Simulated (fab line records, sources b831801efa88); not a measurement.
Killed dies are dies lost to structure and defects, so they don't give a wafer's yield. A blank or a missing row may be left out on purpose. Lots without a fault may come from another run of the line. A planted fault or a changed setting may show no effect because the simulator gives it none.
Problem report in the 8D (eight disciplines) form, filled by code | flow sky130 | the parts of the form that need people (team, actions taken, sign-off) are left out

1. THE PROBLEM
oes_product_au at SKY_POLY_CUT_ETCH_10 reads a mean of 0.901 a.u. on 3 wafers of 2 lots; wafers without a fault read 0.855 a.u. with a standard deviation of 0.005. That is +9.1 standard deviations from the usual mean.
The step: etches BARC in N2/H2, stops on SiO2, time 45.9 s, target depth 60 nm.
First seen on wafer L769.4, day 28 00:25, on rie_diel-01. The record holds 39 wafers of 13 lots with a number at this step. Rule for "out", or "out of limits": more than 4 standard deviations from the usual mean. The other wafers with a number count as sound.

2. WHAT IT IS AND WHAT IT IS NOT
question                    | is                     | is not
which readings at this step | oes_product_au         | drypump_motor_current_A, h2_flow_sccm, n2_flow_sccm, throttle_valve_pct
which lots                  | L769, L771             | L761, L762, L764, L765, L767, L768, L779, L781, L782, L783, L784
which wafers of those lots  | L769.4, L769.6, L771.4 | L769.5, L771.2, L771.3
read on which tools         | rie_diel-01            | rie_diel-02, rie_diel-04
when                        | from day 28 00:25      | up to then (19 sound wafers); but 17 sound wafers of L771, L779, L781, L782, L783, L784 came after

3. SUSPECTS, AND WHAT RULES EACH OUT
Counting: a tool at a process step up to the reading stays a suspect if it ran every lot that is out. Sound lots after the first of them don't rule it out here, since some wafers of a struck lot are sound.
- rie_diel-01 at SKY_POLY_CUT_ETCH_10 (etches BARC in N2/H2, stops on SiO2, time 45.9 s, target depth 60 nm): kept. It ran every lot that is out, first L769 (day 28 00:25); its last sound lot up to then is L767 (day 27 11:01). Its own readings are out on those wafers: oes_product_au.
Left after counting: rie_diel-01 at SKY_POLY_CUT_ETCH_10.

4. THE CAUSE (what the simulator had put in)
Process parameter drift: rie_diel-01, from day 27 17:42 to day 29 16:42, at SKY_POLY_CUT_ETCH_10. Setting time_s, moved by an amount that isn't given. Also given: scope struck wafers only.
Counting left only this tool.

5. THE CHAIN OF EFFECTS, in route order
Each row: a reading whose mean over the struck wafers that have a number lies more than 3 standard deviations from the usual. Only readings for which the record gives a usual standard deviation are gone through. hours: the time from each lot's start at the first step in this table that gives one to its start at this step, as a median over the lots. sigmas: the change in usual standard deviations.
hours | step                 | reading        | usual      | on struck wafers | change | sigmas
0     | SKY_POLY_CUT_ETCH_10 | oes_product_au | 0.855 a.u. | 0.901            | +0.046 | +9.1
0     | SKY_POLY_CUT_ETCH_10 | run_length_s   | 74.3 s     | 72.0             | -2.3   | -3.9
The process steps in it:
- SKY_POLY_CUT_ETCH_10: etches BARC in N2/H2, stops on SiO2, time 45.9 s, target depth 60 nm.
Later measuring or inspecting steps at which every struck wafer that the step has a row for has a number for every such reading, and none has moved that far: SKY_SD_P_OVL_MEAS_08.

6. WHAT WOULD HAVE CAUGHT IT SOONER
In this record the first reading out of limits was taken at day 28 00:25, 7 hours after the fault began at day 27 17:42.
